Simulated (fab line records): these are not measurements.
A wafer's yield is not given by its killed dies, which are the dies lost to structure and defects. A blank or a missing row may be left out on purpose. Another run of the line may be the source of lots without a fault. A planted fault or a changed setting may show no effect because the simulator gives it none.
2 desks looking at one fault    flow sfqLine    each desk has only its own numbers; what lay behind them comes last

## DESK OF THE TOOL OWNER: lithoTrack-01
The tool's own readings at SFQ_TRILAYER_R5_LITHO_DEVELOP_138 (time 60 s): means of the sampled wafers that have a number, for each lot that ran on this tool. If a lot's mean is further than 4 standard deviations from the usual mean, the lot is out of limits and carries the mark OUT (the distance appears in the brackets).
Columns: A = chillPlateTempC at SFQ_TRILAYER_R5_LITHO_DEVELOP_138, usual 23.00 C; B = exhaustPa at SFQ_TRILAYER_R5_LITHO_DEVELOP_138, usual 45.2 Pa
lot   first seen here  A      B
L530  day 61 20:50     22.90  44.3
L550  day 71 04:16     23.16  46.1
This desk's verdict: no lot among the 2 shows anything out of limits.

## METROLOGY DESK
Lot by lot, what the gauges showed, no matter which tool ran the lot: averages of those sampled wafers that carry a number. If a lot's mean is further than 4 standard deviations from the usual mean, the lot is out of limits and carries the mark OUT (the distance appears in the brackets).
Columns: A = R5_MONX_RS at SFQ_R5_RS_MEAS_933, usual 7.01 ohm/sq; B = R5_MONX_THK at SFQ_R5_THK_MEAS_934, usual 40.6 nm; C = R5_OVL at SFQ_R5_OVL_MEAS_935, usual -3 nm
lot   first seen here  A     B     C
L530  day 61 17:34     7.17  39.6  -1
L534  day 63 06:57     7.09  40.3  2
L541  day 69 05:39     6.95  40.6  -
L542  day 69 11:40     6.96  41.0  -
L546  day 69 23:39     7.00  40.2  -8
L550  day 71 01:29     6.91  40.9  4
This desk's verdict: no lot among the 6 shows anything out of limits.

## TAKEN TOGETHER
The tool owner's desk saw nothing out of limits.
At the metrology desk, nothing out of limits was observed.

## WHAT THE SIMULATOR HAD INSERTED
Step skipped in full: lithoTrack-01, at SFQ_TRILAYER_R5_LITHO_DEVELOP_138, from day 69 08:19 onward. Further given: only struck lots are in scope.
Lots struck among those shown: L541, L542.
